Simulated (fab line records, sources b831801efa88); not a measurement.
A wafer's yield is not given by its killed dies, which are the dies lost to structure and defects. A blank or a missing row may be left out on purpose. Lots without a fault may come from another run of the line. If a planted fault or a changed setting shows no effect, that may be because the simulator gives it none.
A lot that was struck, set against a sound lot | flow sky130 | 34 steps out of a route of 708
Sound: wafers L264.2, L264.3, L264.5. Wafers struck: L268.1, L268.2, L268.4. Last of all comes the cause.
Per side, at each step with rows, come the tool, then ch with its chambers, and then its first start. Under that, the readings that differ: sound wafers | struck wafers | difference of the means | sigmas: that difference in standard deviations of wafers without a fault.
alike: readings whose means differ by less than 2 such deviations, and words and numbers that are the same on both sides. not compared: withheld readings, readings that some wafer has no value for, bounds like >300 that may hide the same value, and numbers for which the record gives no deviation and whose values overlap.
The two part at a step that has a row with sigmas, a row that says differs or no value, or rows on one side only. When numbers do not overlap yet have no deviation, they are printed without sigmas and do not part them. A reading missing from all wafers of one side parts the sides only when that side holds two or more wafers.

SKY_SD_P_CD_MEAS_07: the cd target is 380 nm.
  sound: cd_sem-02 at day 27 07:53; struck: cd_sem-01 at day 29 09:35
  alike: cd_nm
SKY_SD_P_OVL_MEAS_08:
  sound: overlay-01 at day 27 08:00; struck: overlay-02 at day 29 09:42
  alike: SD_P_OVL
after that, 1 step had no rows for these wafers: SKY_SD_P_IMPLANT_09.
SKY_SD_P_STRIP_10: strips in O2/N2.
  sound on plasma_asher-02 ch 0,1, day 27 08:11; struck on plasma_asher-01 ch 0,1, day 29 09:53
  alike: drypump_motor_current_A, oes_product_au, strip_time_to_endpoint_s
  not compared: rf_hours_counter_h
SKY_SD_P_TW_MEAS_11:
  sound: film_metro-03 at day 27 08:17; struck: film_metro-04 at day 29 09:59
  alike: SD_P_TW
then, 7 steps without rows for these wafers: SKY_RES_XHIGH_DEHYDRATE_00 (time 60 s); SKY_RES_XHIGH_HMDS_01 (prime time 60 s); SKY_RES_XHIGH_COAT_02 (resist thk 1140 nm); SKY_RES_XHIGH_SOFTBAKE_03 (time 60 s); SKY_RES_XHIGH_EXPOSE_04 (exposes mask URPM, target cd 1270 nm); SKY_RES_XHIGH_PEB_05; SKY_RES_XHIGH_DEVELOP_06 (develop time 60 s).
SKY_RES_XHIGH_IMPLANT_07:
  sound on implanter-03 ch 0, day 28 12:48; struck on implanter-03 ch 0, day 30 14:20
SKY_RES_XHIGH_STRIP_08: strips in O2/N2.
  sound on plasma_asher-04 ch 1, day 28 12:55; struck on plasma_asher-04 ch 0,1, day 30 14:29
  reading                      | sound             | struck            | difference | sigmas
  oes_product_au (a.u.)        | 0.723 0.722 0.714 | 0.689 0.691 0.676 | -0.034     | -7
  strip_time_to_endpoint_s (s) | 14.27 14.24 14.24 | 15.04 15.02 14.99 | +0.77      | +21
  alike: drypump_motor_current_A
  not compared: rf_hours_counter_h
SKY_RES_XHIGH_TW_MEAS_09:
  sound: film_metro-03 at day 28 13:02; struck: film_metro-03 at day 30 14:49
  reading      | sound          | struck         | difference | sigmas
  RES_XHIGH_TW | 1652 1642 1645 | 2007 2017 1995 | +360       | +28
then, 7 steps without rows for these wafers: SKY_SD_N_DEHYDRATE_00 (time 60 s); SKY_SD_N_HMDS_01 (prime time 60 s); SKY_SD_N_COAT_02 (resist thk 1140 nm); SKY_SD_N_SOFTBAKE_03 (time 60 s); SKY_SD_N_EXPOSE_04 (exposes mask NSDM, target cd 380 nm); SKY_SD_N_PEB_05; SKY_SD_N_DEVELOP_06 (develop time 60 s).
SKY_SD_N_CD_MEAS_07: the cd target is 380 nm.
  sound: cd_sem-01 at day 29 16:39; struck: cd_sem-02 at day 31 18:02
  alike: cd_nm
SKY_SD_N_OVL_MEAS_08:
  sound: overlay-01 at day 29 16:45; struck: overlay-01 at day 31 18:09
  alike: SD_N_OVL
then, 2 steps without rows for these wafers: SKY_SD_N_IMPLANT_09; SKY_SD_N_IMPLANT_10.
SKY_SD_N_STRIP_11: strips in O2/N2.
  sound on plasma_asher-04 ch 1, day 29 17:05; struck on plasma_asher-04 ch 0,1, day 31 18:29
  alike: drypump_motor_current_A, oes_product_au, strip_time_to_endpoint_s
  not compared: rf_hours_counter_h
SKY_SD_N_TW_MEAS_12:
  sound: film_metro-03 at day 29 17:11; struck: film_metro-04 at day 31 18:35
  alike: SD_N_TW
then, 1 step without rows for these wafers: SKY_SD_N_CLEAN_13 (cleans in SC1/SC2, time 150 s).
SKY_SD_N_RTA_14: time 2 s.
  sound on rtp_anneal-02 ch 0, day 29 17:18; struck on rtp_anneal-02 ch 0, day 31 18:43
  alike: anneal_temp_c_max, lamp_power_pct, wafer_temp_C_max
SKY_SD_N_RS_MEAS_16: the measuring method here is four-point-probe.
  sound: film_metro-04 at day 29 17:29; struck: film_metro-02 at day 31 18:53
  alike: SD_N_RS
SKY_SD_N_RS_MEAS_17: the measuring method here is four-point-probe.
  sound: film_metro-04 at day 29 17:36; struck: film_metro-02 at day 31 19:00
  alike: SD_P_RS
SKY_SD_N_RS_MEAS_18: the measuring method here is four-point-probe.
  sound: film_metro-04 at day 29 17:43; struck: film_metro-02 at day 31 19:25
  reading               | sound             | struck            | difference | sigmas
  RES_XHIGH_RS (ohm/sq) | 335.4 334.7 334.1 | 204.7 204.4 205.1 | -130.0     | -99 or more
SKY_PAD_OPEN_PROBE_99:
  the record has rows for the sound wafers here (prober-02, day 47 04:23) and none for the struck ones

== WHERE THEY PART ==
Earliest at SKY_RES_XHIGH_STRIP_08; latest, in this record, at SKY_PAD_OPEN_PROBE_99.

WHY: the cause the simulator had injected
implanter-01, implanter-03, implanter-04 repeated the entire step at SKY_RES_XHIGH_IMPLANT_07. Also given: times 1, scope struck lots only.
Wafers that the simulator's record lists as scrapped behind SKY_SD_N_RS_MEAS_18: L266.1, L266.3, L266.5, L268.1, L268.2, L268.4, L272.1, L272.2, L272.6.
